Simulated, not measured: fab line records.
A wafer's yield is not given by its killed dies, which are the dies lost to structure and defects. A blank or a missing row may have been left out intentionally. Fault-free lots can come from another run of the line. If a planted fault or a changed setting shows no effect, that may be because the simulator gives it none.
One fault seen from 2 desks -- flow gf180mcu -- numbers are kept per desk, each desk with only its own; the story behind them comes last

## THE TOOL OWNER'S DESK: implanter-03
The tool's own readings at GF_HV_LDD_IMPLANT_09: means of the sampled wafers that have a number, for each lot that ran on this tool. A lot is out of limits, marked OUT, if its mean lies more than 4 standard deviations from the usual mean; the brackets give that distance.
Columns: A = beam energy keV at GF_HV_LDD_IMPLANT_09, usual 40.002; B = end station pressure torr at GF_HV_LDD_IMPLANT_09, usual 5.47e-06 Torr
lot,first seen here,A,B
L992,day 11 13:44,35.505 (-99 or more) OUT,5.45e-06
L998,day 13 07:11,35.491 (-99 or more) OUT,5.48e-06
L107,day 16 02:03,39.998,5.41e-06
L110,day 17 08:40,39.993,5.35e-06
This desk's verdict: out of limits on L992, L998, starting with L992 at day 11 13:44 (beam energy keV at GF_HV_LDD_IMPLANT_09). Within limits: L107, L110.

## METROLOGY DESK
What the gauges read, lot by lot, whatever tool the lot ran on: means of the sampled wafers that have a number. A lot is out of limits, marked OUT, if its mean lies more than 4 standard deviations from the usual mean; the brackets give that distance.
Columns: A = MVPSD_TW at GF_MVPSD_TW_MEAS_11, usual 554; B = HV_LDD_TW at GF_HV_LDD_TW_MEAS_11, usual 2417; C = HV_LDD_RS at GF_HV_LDD_RS_MEAS_53, usual 418.6 ohm/sq; D = CONTACT_BOW at GF_CONTACT_BOW_MEAS_05, usual 64 um
lot,first seen here,A,B,C,D
L987,day 5 03:19,555,2460,418.0,62
L992,day 6 08:11,554,2350,421.2,73
L994,day 6 19:44,555,2376,418.8,57
L998,day 7 18:59,561,2284,422.2 (+4.2) OUT,64
L101,day 8 13:02,561,2449,418.0,66
L104,day 9 09:04,546,2443,419.3,61
L105,day 9 14:01,546,2364,419.2,73
L106,day 9 18:00,546,2456,417.8,57
L107,day 9 23:40,545,2433,418.8,53
L108,day 10 07:12,562,2385,418.4,61
L109,day 10 20:31,545,2444,418.6,76
L110,day 10 21:29,544,2373,419.0,62
This desk reports L998 out of limits; the earliest was L998 at day 16 00:16 (HV_LDD_RS at GF_HV_LDD_RS_MEAS_53). Within limits: L987, L992, L994, L101, L104, L105, L106, L107, L108, L109, L110.

## ALL TOGETHER
The tool owner's desk could have raised an alarm at day 11 13:44, on L992, L998.
Metrology desk: alarm possible at day 16 00:16 on L998.
The metrology desk has L992 on record, within its limits.
On implanter-03, each named lot ran GF_HV_LDD_IMPLANT_09.

## WHAT THE SIMULATOR HAD PUT IN
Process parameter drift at GF_HV_LDD_IMPLANT_09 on implanter-03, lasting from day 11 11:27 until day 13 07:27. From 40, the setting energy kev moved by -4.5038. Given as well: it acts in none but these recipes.
Shown lots that were struck: L992, L998.
Delay (hours) between the fault's onset and each desk's first out-of-limits reading: 2 at the tool owner's desk, 109 at the metrology desk.
